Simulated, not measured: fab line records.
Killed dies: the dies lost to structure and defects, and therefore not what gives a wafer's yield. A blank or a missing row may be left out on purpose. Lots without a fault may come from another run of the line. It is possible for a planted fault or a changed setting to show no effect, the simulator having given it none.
fab line records ; flow gf180mcu
record lots=13; wafers=39; last_day=34
route steps=602 shown SALICIDE@279 CONTACT@303 M1@329
lots that met no fault: taken from a fault-free run of the same line
start_h: hours from the record's first day to the start of the lot's first wafer shown ; wait_h: hours since the lot's step before ; " unchanged from the row above ; L1.1+2: a single row standing in for several wafers ; - either no value or no given start ; * or withheld: withheld ; < > ~ a bound
route shown NAME@n: names a module that has steps shown in the file, with the first one's number in the route ; usual: mean/standard deviation of fault-free wafers ; same: alike in all rows ; chamber/n: place in a boat ; sites: readings site by site ; _std_site: standard deviation across them ; _edge_site: inner sites' mean taken away from outer sites' mean ; radius_mm: for every site, how far away it sits from the centre of the wafer ; mask NAME#n: copy n ; behind: the last tool/chamber to shape the wafer ; hold: what put the lot on hold/how long, in hours/how the hold closed ; device: transistor that didn't switch, given as n, p or np ; end of line: tests run on the same wafers once the route is complete ; a step with no rows: only its recipe ; killed: dies lost to structure and defects at the first sort, not the wafer's yield ; map: dies across one wafer; x = killed, . = not, _ = none there
set.NAME: the setting that was run; set.NAME@STEP: the one run at that earlier step ; model.NAME: the simulator's own value behind a step, which no gauge read
steps of the route over a sample of lots; a table a step, a row a wafer
services: when a tool's chamber went out of use (start_h, in hours from the record's first day, below 0 if earlier), for how many hours, and the reason
## steps
# step GF_SALICIDE_WET_ETCH_01
# recipe chemistry=dHF; target_depth_nm=5; dry=ipa_marangoni; target=SiO2; temp_c=25; dilution=100:1; time_s=100
# usual bath_heat_duty_pct=6.2/0.55; run_length_s=127.4/2.6
lot.wafer;tool;chamber;start_h;wait_h;bath_heat_duty_pct;run_length_s
L499.3;wet_bench-03;2;349.49;0.0;6.2;126.2
L499.5;wet_bench-03;2;349.49;0.0;5.6;126.2
L499.6;wet_bench-03;2;349.49;0.0;5.9;126.2
L500.2;wet_bench-04;1;353.63;0.0;5.5;125.8
L500.3;wet_bench-04;1;353.63;0.0;6.5;125.8
L500.4;wet_bench-04;1;353.63;0.0;5.5;125.8
L502.2;wet_bench-01;2;370.69;0.0;6.2;128.6
L502.3;wet_bench-01;2;370.69;0.0;6.3;128.6
L502.6;wet_bench-01;2;370.69;0.0;6.1;128.6
L503.1;wet_bench-03;0;373.66;0.0;6.0;126.4
L503.3;wet_bench-03;0;373.66;0.0;6.2;126.4
L503.4;wet_bench-03;0;373.66;0.0;6.9;126.4
L504.1;wet_bench-01;2;385.56;0.0;6.0;126.5
L504.2;wet_bench-01;2;385.56;0.0;7.0;126.5
L504.3;wet_bench-01;2;385.56;0.0;5.7;126.5
L506.2;wet_bench-01;3;401.67;0.0;7.0;126.2
L506.3;wet_bench-01;3;401.67;0.0;6.5;126.2
L506.6;wet_bench-01;3;401.67;0.0;7.1;126.2
L507.1;wet_bench-04;2;416.14;0.0;6.6;128.1
L507.3;wet_bench-04;2;416.14;0.0;6.4;128.1
L507.6;wet_bench-04;2;416.14;0.0;7.4;128.1
L509.3;wet_bench-01;1;432.93;0.0;5.9;126.0
L509.5;wet_bench-01;1;432.93;0.0;5.8;126.0
L509.6;wet_bench-01;1;432.93;0.0;6.3;126.0
L511.3;wet_bench-01;2;452.78;0.0;6.5;202.8
L511.4;wet_bench-01;2;452.78;0.0;6.5;202.8
L511.5;wet_bench-01;2;452.78;0.0;6.4;202.8
L512.2;wet_bench-01;0;455.71;0.0;5.9;208.1
L512.3;wet_bench-01;0;455.71;0.0;5.8;208.1
L512.6;wet_bench-01;0;455.71;0.0;6.7;208.1
L514.1;wet_bench-03;1;480.46;0.0;5.4;125.6
L514.4;wet_bench-03;1;480.46;0.0;5.1;125.6
L514.5;wet_bench-03;1;480.46;0.0;6.0;125.6
L520.1;wet_bench-01;3;537.46;0.0;6.3;124.9
L520.2;wet_bench-01;3;537.46;0.0;6.7;124.9
L520.4;wet_bench-01;3;537.46;0.0;7.1;124.9
L521.1;wet_bench-01;0;550.56;0.0;5.5;125.8
L521.3;wet_bench-01;0;550.56;0.0;5.5;125.8
L521.4;wet_bench-01;0;550.56;0.0;5.8;125.8
# step GF_CONTACT_ETCH_16
# recipe chemistry=N2/H2; target_depth_a=withheld; overetch_a=withheld; time_s=withheld; target=BARC; ion_energy_ev=200; source_w=500; bias_w=100; pressure_mtorr=30; n2_flow_sccm=100; h2_flow_sccm=200
# usual drypump_motor_current_A=5.6/0.37; oes_product_au=0.855/0.0051; rf_fwd_power_W=495.3/2.3; throttle_valve_pct=13.225/0.0093
lot.wafer;tool;chamber;start_h;wait_h;drypump_motor_current_A;oes_product_au;rf_fwd_power_W;throttle_valve_pct
L499.3;rie_diel-03;3;372.12;0.0;5.7;0.853;495.7;13.221
L499.5;rie_diel-03;0;372.12;0.0;4.8;0.856;496.1;13.222
L499.6;rie_diel-03;1;372.12;0.0;5.4;0.861;490.9;13.231
L500.2;rie_diel-03;2;377.21;0.0;5.6;0.852;493.4;13.211
L500.3;rie_diel-03;3;377.21;0.0;5.7;0.858;496.4;13.243
L500.4;rie_diel-03;1;377.21;0.0;5.5;0.852;488.5;13.232
L502.2;rie_diel-03;1;394.82;0.0;5.5;0.859;492.1;13.225
L502.3;rie_diel-03;3;394.82;0.0;5.7;0.858;495.3;13.216
L502.6;rie_diel-03;2;394.82;0.0;5.6;0.856;496.8;13.227
L503.1;rie_diel-03;1;397.76;0.0;5.5;0.865;490.6;13.230
L503.3;rie_diel-03;0;397.76;0.0;4.7;0.854;493.5;13.219
L503.4;rie_diel-03;3;397.76;0.0;5.7;0.852;495.3;13.225
L504.1;rie_diel-03;3;410.02;0.0;5.7;0.861;494.5;13.219
L504.2;rie_diel-03;1;410.02;0.0;5.5;0.859;494.1;13.227
L504.3;rie_diel-03;0;410.02;0.0;4.8;0.854;497.5;13.231
L506.2;rie_diel-03;2;426.55;0.0;5.6;0.850;496.7;13.232
L506.3;rie_diel-03;1;426.55;0.0;5.5;0.854;491.5;13.236
L506.6;rie_diel-03;0;426.55;0.0;4.7;0.855;497.6;13.212
L507.1;rie_diel-04;1;442.57;0.0;5.7;0.853;494.3;13.214
L507.3;rie_diel-04;0;442.57;0.0;5.8;0.855;495.6;13.223
L507.6;rie_diel-04;3;442.57;0.0;5.4;0.853;495.4;13.223
L509.3;rie_diel-04;3;458.52;0.0;5.5;0.858;495.0;13.219
L509.5;rie_diel-04;1;458.52;0.0;5.7;0.850;496.1;13.228
L509.6;rie_diel-04;0;458.52;0.0;5.8;0.854;498.3;13.232
L511.3;rie_diel-04;0;478.20;0.0;5.8;0.847;498.8;13.215
L511.4;rie_diel-04;1;478.20;0.0;5.7;0.863;496.5;13.223
L511.5;rie_diel-04;1;478.20;0.0;5.7;0.860;495.3;13.220
L512.2;rie_diel-04;3;481.11;0.0;5.4;0.854;495.2;13.208
L512.3;rie_diel-04;1;481.11;0.0;5.7;0.854;495.3;13.232
L512.6;rie_diel-04;3;481.11;0.0;5.5;0.853;496.6;13.225
L514.1;rie_diel-03;2;505.16;0.0;5.6;0.856;498.2;13.225
L514.4;rie_diel-03;3;505.16;0.0;5.7;0.858;494.9;13.231
L514.5;rie_diel-03;2;505.16;0.0;5.6;0.858;496.6;13.227
L520.1;rie_diel-04;2;560.65;0.0;6.2;0.848;493.7;13.224
L520.2;rie_diel-04;1;560.65;0.0;5.7;0.859;496.0;13.220
L520.4;rie_diel-04;0;560.65;0.0;5.8;0.865;497.4;13.220
L521.1;rie_diel-04;2;573.92;0.0;6.2;0.845;496.5;13.225
L521.3;rie_diel-04;3;573.92;0.0;5.5;0.861;496.0;13.238
L521.4;rie_diel-04;1;573.92;0.0;5.7;0.850;496.4;13.238
# step GF_M1_CD_MEAS_14
# recipe target_cd_nm=230
# usual cd_nm=230.0/1
lot.wafer;tool;chamber;start_h;wait_h;cd_nm
L499.3;cd_sem-02;-;396.51;0.1;229.1
L499.5;cd_sem-02;-;396.51;0.1;229.8
L499.6;cd_sem-02;-;396.51;0.1;229.3
L500.2;cd_sem-01;-;401.57;0.1;231.0
L500.3;cd_sem-01;-;401.57;0.1;232.0
L500.4;cd_sem-01;-;401.57;0.1;232.4
L502.2;cd_sem-02;-;418.54;0.1;228.9
L502.3;cd_sem-02;-;418.54;0.1;229.0
L502.6;cd_sem-02;-;418.54;0.1;229.2
L503.1;cd_sem-02;-;422.22;0.1;230.9
L503.3;cd_sem-02;-;422.22;0.1;229.8
L503.4;cd_sem-02;-;422.22;0.1;230.3
L504.1;cd_sem-02;-;435.35;0.1;229.0
L504.2;cd_sem-02;-;435.35;0.1;228.2
L504.3;cd_sem-02;-;435.35;0.1;227.9
L506.2;cd_sem-01;-;452.04;0.1;230.7
L506.3;cd_sem-01;-;452.04;0.1;231.3
L506.6;cd_sem-01;-;452.04;0.1;231.3
L507.1;cd_sem-02;-;468.80;0.1;230.1
L507.3;cd_sem-02;-;468.80;0.1;231.6
L507.6;cd_sem-02;-;468.80;0.1;231.2
L509.3;cd_sem-02;-;483.69;0.1;229.5
L509.5;cd_sem-02;-;483.69;0.1;231.5
L509.6;cd_sem-02;-;483.69;0.1;230.3
L511.3;cd_sem-01;-;503.66;0.1;230.1
L511.4;cd_sem-01;-;503.66;0.1;230.3
L511.5;cd_sem-01;-;503.66;0.1;229.5
L512.2;cd_sem-02;-;506.02;0.1;230.7
L512.3;cd_sem-02;-;506.02;0.1;230.6
L512.6;cd_sem-02;-;506.02;0.1;231.6
L514.1;cd_sem-01;-;529.12;0.1;229.5
L514.4;cd_sem-01;-;529.12;0.1;229.3
L514.5;cd_sem-01;-;529.12;0.1;229.2
L520.1;cd_sem-01;-;583.45;0.1;228.6
L520.2;cd_sem-01;-;583.45;0.1;227.6
L520.4;cd_sem-01;-;583.45;0.1;227.3
L521.1;cd_sem-01;-;596.46;0.1;228.5
L521.3;cd_sem-01;-;596.46;0.1;227.8
L521.4;cd_sem-01;-;596.46;0.1;227.6
# step GF_M1_STRIP_17
# recipe chemistry=O2/N2; power_w=1400; pressure_mtorr=1500; platen_temp_c=250; o2_flow_sccm=3000; n2_flow_sccm=300; overash_fraction=0.5
# usual drypump_motor_current_A=5.6/0.36; heater_power_w=341/29; oes_product_au=0.538/0.0049; strip_time_to_endpoint_s=7.40/0.041
lot.wafer;tool;chamber;start_h;wait_h;drypump_motor_current_A;heater_power_w;oes_product_au;rf_hours_counter_h;strip_time_to_endpoint_s
L499.3;plasma_asher-04;1;396.92;0.2;6.3;285;0.536;-;7.43
L499.5;plasma_asher-04;0;396.92;0.2;5.6;349;0.533;-;7.44
L499.6;plasma_asher-04;1;396.92;0.2;6.2;291;0.546;-;7.43
L500.2;plasma_asher-01;0;401.84;0.1;5.6;303;0.536;65;7.44
L500.3;plasma_asher-01;1;401.84;0.1;4.9;345;0.535;-;7.46
L500.4;plasma_asher-01;0;401.84;0.1;5.6;306;0.538;-;7.46
L502.2;plasma_asher-02;1;418.80;0.1;5.5;359;0.533;76;7.37
L502.3;plasma_asher-02;0;418.80;0.1;5.8;358;0.536;-;7.36
L502.6;plasma_asher-02;1;418.80;0.1;5.5;370;0.536;-;7.29
L503.1;plasma_asher-04;1;422.50;0.1;6.2;294;0.542;78;7.42
L503.3;plasma_asher-04;1;422.50;0.1;6.2;282;0.543;-;7.42
L503.4;plasma_asher-04;0;422.50;0.1;5.6;343;0.542;-;7.40
L504.1;plasma_asher-01;0;435.64;0.1;5.6;307;0.541;69;7.36
L504.2;plasma_asher-01;1;435.64;0.1;4.9;335;0.539;69;7.40
L504.3;plasma_asher-01;1;435.64;0.1;4.9;339;0.540;-;7.38
L506.2;plasma_asher-02;1;452.30;0.1;5.5;356;0.550;2;7.44
L506.3;plasma_asher-02;1;452.30;0.1;5.5;368;0.539;-;7.46
L506.6;plasma_asher-02;1;452.30;0.1;5.5;355;0.537;-;7.46
L507.1;plasma_asher-01;1;469.09;0.1;5.0;346;0.533;72;7.36
L507.3;plasma_asher-01;0;469.09;0.1;5.6;308;0.536;-;7.42
L507.6;plasma_asher-01;1;469.09;0.1;5.0;343;0.538;-;7.37
L509.3;plasma_asher-02;1;484.01;0.1;5.5;354;0.536;-;7.40
L509.5;plasma_asher-02;1;484.01;0.1;5.5;360;0.533;-;7.44
L509.6;plasma_asher-02;0;484.01;0.1;5.8;371;0.547;-;7.42
L511.3;plasma_asher-02;1;503.93;0.1;5.5;364;0.536;-;7.39
L511.4;plasma_asher-02;0;503.93;0.1;5.8;377;0.544;-;7.38
L511.5;plasma_asher-02;1;503.93;0.1;5.5;361;0.531;-;7.37
L512.2;plasma_asher-01;0;506.29;0.1;5.6;310;0.533;76;7.34
L512.3;plasma_asher-01;0;506.29;0.1;5.6;302;0.541;-;7.40
L512.6;plasma_asher-01;1;506.29;0.1;5.0;340;0.545;-;7.37
L514.1;plasma_asher-01;0;529.40;0.1;5.6;307;0.538;79;7.44
L514.4;plasma_asher-01;1;529.40;0.1;5.0;349;0.538;-;7.42
L514.5;plasma_asher-01;0;529.40;0.1;5.6;298;0.544;-;7.39
L520.1;plasma_asher-01;1;583.74;0.1;5.0;337;0.538;84;7.45
L520.2;plasma_asher-01;0;583.74;0.1;5.6;313;0.537;84;7.45
L520.4;plasma_asher-01;1;583.74;0.1;4.9;346;0.537;-;7.46
L521.1;plasma_asher-02;0;596.75;0.1;5.8;373;0.538;17;7.38
L521.3;plasma_asher-02;1;596.75;0.1;5.5;367;0.533;-;7.41
L521.4;plasma_asher-02;0;596.75;0.1;5.8;374;0.539;-;7.39
## services
tool;chamber;start_h;hours;kind
rie_diel-04;2;362.15;5.7;repair
rie_diel-04;0;404.24;5.7;repair
rie_diel-04;2;409.44;5.4;repair
plasma_asher-02;-;421.25;9.0;pm
rie_diel-03;3;425.80;-;clean
rie_diel-03;3;425.80;16.7;scheduled_down
rie_diel-03;3;425.80;16.7;vent_cycle
rie_diel-03;2;436.11;6.1;repair
plasma_asher-01;-;440.60;0.4;repair
plasma_asher-02;-;443.42;1.0;repair
rie_diel-03;-;449.06;14.6;pm
rie_diel-03;0;489.01;-;clean
rie_diel-03;0;489.01;20.2;scheduled_down
rie_diel-03;0;489.01;20.2;vent_cycle
rie_diel-03;-;491.40;0.6;repair
wet_bench-04;-;495.70;4.4;pm
plasma_asher-02;-;504.47;0.9;repair
rie_diel-03;-;514.06;0.5;repair
rie_diel-04;2;514.73;11.2;repair
rie_diel-03;1;525.12;-;clean
rie_diel-04;2;537.72;12.5;repair
rie_diel-04;1;550.04;1.3;repair
rie_diel-03;-;564.24;0.6;repair
wet_bench-03;-;587.74;6.1;repair
## key
first_sign step=GF_SALICIDE_WET_ETCH_01; reading=run_length_s; direction=up; sigmas=30; usual=*; struck=*
effect none on later readings
met_at GF_SALICIDE_WET_ETCH_01
struck_lots L511,L512
tester_left_out L511,L512
not_acting_at GF_CONTACT_ETCH_16,GF_M1_CD_MEAS_14,GF_M1_STRIP_17
onset_between 432.93 452.78
fault kind=process_parameter_drift; tool=wet_bench-01; chamber=-; onset_h=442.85; steps=GF_SALICIDE_WET_ETCH_01; channel=time_s; offset=*; shape=step; end_h=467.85; acts_in=*; stated=*
# tester_left_out: of these lots the tester's yield and bins aren't shown, on N5 and GAA mostly nor the transistor test; their killed dies are dies lost to structure and defects alone, not to doping, threshold or leakage, so they don't give the yield
